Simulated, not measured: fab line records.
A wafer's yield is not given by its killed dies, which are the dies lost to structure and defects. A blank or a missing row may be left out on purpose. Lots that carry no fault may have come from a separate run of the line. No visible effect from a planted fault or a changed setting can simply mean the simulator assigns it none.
The tool behind it: which one?    flow sky130    Sampling: 13 lots, 39 wafers, 5 of 708 route steps

== WHAT THE GAUGES READ, wafer by wafer ==
SKY_POLY_GATE_THK_MEAS_01. Usual: for POLY_GATE_CVD_00_THK the level is 180.4 nm and the standard deviation is 1.8.
lot   measured      on             POLY_GATE_CVD_00_THK (nm)  flag
L464  day 12 08:32  film metro-04  178.4 179.5 178.3          
L465  day 12 17:04  film metro-02  179.8 178.4 178.1          
L469  day 13 19:40  film metro-02  180.1 181.7 180.0          
L470  day 14 04:17  film metro-04  179.9 179.3 178.6          
L471  day 14 08:23  film metro-04  179.9 180.5 179.1          
L475  day 15 05:23  film metro-04  179.1 180.4 179.1          
L476  day 15 09:23  film metro-01  181.7 182.1 181.1          
L477  day 15 19:32  film metro-02  179.6 180.4 178.5          
L479  day 16 18:56  film metro-02  179.6 182.2 180.9          
L482  day 25 09:59  film metro-04  182.1 181.8 181.6          
L481  day 25 11:31  film metro-01  186.2 185.2 185.5          
L485  day 25 13:55  film metro-04  179.0 179.6 181.4          
L484  day 25 13:55  film metro-01  180.9 181.3 181.8          

SKY_RES_PROTECT_TW_MEAS_08. Usual: for POLY_GATE_TW the level is 4028 and the standard deviation is 38.
lot   measured      on             POLY_GATE_TW    flag
L464  day 13 07:31  film metro-03  4078 4066 4097  
L465  day 13 17:13  film metro-02  4025 4010 4004  
L469  day 14 20:48  film metro-04  30 30 30        OFF
L470  day 15 06:04  film metro-02  3980 3977 3988  
L471  day 15 09:55  film metro-02  3977 4009 3975  
L475  day 16 08:53  film metro-03  4059 4058 4082  
L476  day 16 13:40  film metro-02  4007 4009 4009  
L477  day 17 00:07  film metro-03  4057 4070 4072  
L479  day 17 23:19  film metro-04  3981 3933 3954  
L482  day 26 13:55  film metro-02  3989 4011 4018  
L481  day 26 15:19  film metro-04  4011 4009 4017  
L485  day 26 17:52  film metro-02  4022 4008 4011  
L484  day 26 17:34  film metro-02  4027 4001 4020  

SKY_POLY_GATE_THK_MEAS_04. Usual: for POLY_GATE_CVD_03_THK the level is 74.8 nm and the standard deviation is 0.63.
lot   measured      on             POLY_GATE_CVD_03_THK (nm)  flag
L464  day 13 09:04  film metro-02  74.9 75.0 75.4             
L465  day 13 18:41  film metro-01  74.7 74.3 74.8             
L469  day 15 00:34  film metro-04  75.1 75.6 75.2             
L470  day 15 08:55  film metro-01  76.1 75.5 76.1             
L471  day 15 11:23  film metro-02  75.1 74.9 75.0             
L475  day 16 10:21  film metro-02  75.7 75.2 75.7             
L476  day 16 16:42  film metro-01  74.2 74.1 74.2             
L477  day 17 02:12  film metro-04  73.8 73.9 74.0             
L479  day 18 01:50  film metro-04  75.6 75.2 75.4             
L482  day 26 15:23  film metro-01  74.9 74.9 75.2             
L481  day 26 17:47  film metro-02  74.8 74.3 74.6             
L485  day 26 20:31  film metro-02  73.9 74.4 73.5             
L484  day 26 19:09  film metro-01  75.4 74.9 75.2             

== TOOL THAT RAN EACH LOT (tool first, then ch and the chambers of the sampled wafers, then the start) ==
lot   SKY_SONOS_ONO_ETCH_15               SKY_RES_PROTECT_EXPOSE_04
L464  rie diel-01 ch 0,1, day 10 20:53    iline stepper-02 ch 0, day 12 19:40
L465  rie diel-02 ch 0,1,3, day 11 07:20  iline stepper-01 ch 0, day 13 05:47
L469  rie diel-02 ch 0,3, day 12 12:07    iline stepper-01 ch 0, day 14 08:21
L470  rie diel-04 ch 1,2,3, day 12 20:41  iline stepper-01 ch 0, day 14 17:10
L471  rie diel-01 ch 1,2,3, day 12 22:56  iline stepper-02 ch 0, day 14 20:49
L475  rie diel-01 ch 0,2,3, day 13 22:59  iline stepper-02 ch 0, day 15 19:16
L476  rie diel-02 ch 0,1,2, day 14 01:19  iline stepper-01 ch 0, day 15 23:07
L477  rie diel-04 ch 0,1,2, day 14 10:55  iline stepper-02 ch 0, day 16 09:32
L479  rie diel-02 ch 0,1, day 15 04:32    iline stepper-01 ch 0, day 17 08:22
L482  rie diel-01 ch 0,2,3, day 24 00:13  iline stepper-01 ch 0, day 25 23:50
L481  rie diel-02 ch 1,3, day 24 02:17    iline stepper-01 ch 0, day 26 00:59
L485  rie diel-01 ch 0,2, day 24 02:35    iline stepper-02 ch 0, day 26 03:10
L484  rie diel-02 ch 0,3, day 24 03:19    iline stepper-01 ch 0, day 26 02:56
- SKY_SONOS_ONO_ETCH_15: etches the open film in CHF3/O2, target depth 19.52 nm, time 7.8 s.
- SKY_RES_PROTECT_EXPOSE_04: exposes mask RPM, target cd 1270 nm.

== AS READ BY THE TOOLS THEMSELVES (means over the sampled wafers that have a number; for cases with no such wafer, the mark the record gives instead) ==
SKY_SONOS_ONO_ETCH_15. Usual: drypump motor current A 6.0 A, standard deviation 0.7; oes product au 1.001 a.u., standard deviation 0.01; throttle valve pct 8.825 %, standard deviation 0.0085.
lot   tool         drypump motor current A (A)  oes product au (a.u.)  throttle valve pct (%)  flag
L464  rie diel-01  5.6                          0.989                  8.826                   
L465  rie diel-02  6.2                          0.996                  8.823                   
L469  rie diel-02  6.6                          1.003                  8.822                   
L470  rie diel-04  5.8                          1.003                  8.825                   
L471  rie diel-01  5.8                          1.003                  8.822                   
L475  rie diel-01  5.5                          0.994                  8.823                   
L476  rie diel-02  6.1                          0.996                  8.832                   
L477  rie diel-04  6.0                          1.000                  8.820                   
L479  rie diel-02  5.7                          1.001                  8.828                   
L482  rie diel-01  5.5                          1.006                  8.829                   
L481  rie diel-02  5.7                          1.012                  8.835                   
L485  rie diel-01  5.7                          1.002                  8.821                   
L484  rie diel-02  6.7                          1.005                  8.829                   

== THE ANSWER, worked out from the rows above alone ==
Rule: a lot is off if the mean of its wafers that have a number lies more than 3 standard deviations from the usual mean. A lot without any number at a reading at which 4 lots or more have one is off too. Where the step has rows for the other lots, those lots are counted as sound. After the gauges, taken in route order, come the tools' own readings; for these a lot's mean is taken, as printed above. At the first step where some lot is off, the reading lying furthest off is the one used; lots without a number count as furthest.
Off: L469, at SKY_RES_PROTECT_TW_MEAS_08 (POLY_GATE_TW).
If a tool, at a process step before that reading, ran all the lots that are off and no sound lot after the first of them, it fits. Gauges at SKY_RES_PROTECT_TW_MEAS_08: tried the same way as those tools. Of those tried, none fits.

== WHAT THE SIMULATOR PUT IN ==
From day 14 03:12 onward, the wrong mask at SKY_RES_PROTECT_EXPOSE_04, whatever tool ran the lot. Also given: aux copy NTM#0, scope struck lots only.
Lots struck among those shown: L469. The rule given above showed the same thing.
